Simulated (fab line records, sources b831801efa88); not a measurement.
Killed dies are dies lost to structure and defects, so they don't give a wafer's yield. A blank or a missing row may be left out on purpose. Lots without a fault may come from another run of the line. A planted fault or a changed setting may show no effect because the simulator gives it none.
One fault seen from 2 desks | flow sky130 | each desk has only its own numbers; what lay behind them comes last

THE METROLOGY DESK
What the gauges read, lot by lot, whatever tool the lot ran on: means of the sampled wafers that have a number. A lot is out of limits, marked OUT, if its mean lies more than 4 standard deviations from the usual mean; the brackets give that distance.
Columns: A = cd_nm at SKY_METAL3_CD_MEAS_13, usual 299.5 nm; B = METAL3_OVL at SKY_METAL3_OVL_MEAS_14, usual 2 nm; C = VIA3_BOW at SKY_VIA3_BOW_MEAS_03, usual 80 um; D = cd_nm at SKY_VIA3_CD_MEAS_12, usual 200.1 nm; E = VIA3_OVL at SKY_VIA3_OVL_MEAS_13, usual -3 nm
lot  | first seen here | A     | B  | C  | D     | E
L418 | day 39 21:29    | 299.1 | 4  | 75 | 201.3 | -5
L421 | day 40 14:54    | 299.8 | 0  | 93 | 200.4 | -1
L419 | day 40 17:47    | 301.8 | 8  | 88 | 200.1 | -1
L430 | day 43 07:09    | 300.7 | -4 | 71 | 200.3 | 0
L435 | day 44 11:14    | 299.7 | -1 | 95 | 199.4 | 4
L437 | day 44 23:02    | 301.1 | 11 | 70 | 202.0 | -5
This desk's finding: nothing out of limits on any of the 6 lots.

THE TOOL OWNER'S DESK: hdpcvd-02
The tool's own readings at SKY_VIA3_HDPCVD_00 (deposits SiO2, target thk 1635 nm, time 272.5 s): means of the sampled wafers that have a number, for each lot that ran on this tool. A lot is out of limits, marked OUT, if its mean lies more than 4 standard deviations from the usual mean; the brackets give that distance.
Columns: A = pressure_mtorr at SKY_VIA3_HDPCVD_00, usual 5.998 mTorr; B = run_length_s at SKY_VIA3_HDPCVD_00, usual 300.3 s
lot  | first seen here | A     | B
L430 | day 43 08:15    | 6.003 | 300.5
L437 | day 45 00:07    | 5.999 | 300.6
This desk's finding: nothing out of limits on any of the 2 lots.

PUT TOGETHER
The metrology desk saw nothing out of limits.
The tool owner's desk saw nothing out of limits.

WHAT THE SIMULATOR HAD PUT IN
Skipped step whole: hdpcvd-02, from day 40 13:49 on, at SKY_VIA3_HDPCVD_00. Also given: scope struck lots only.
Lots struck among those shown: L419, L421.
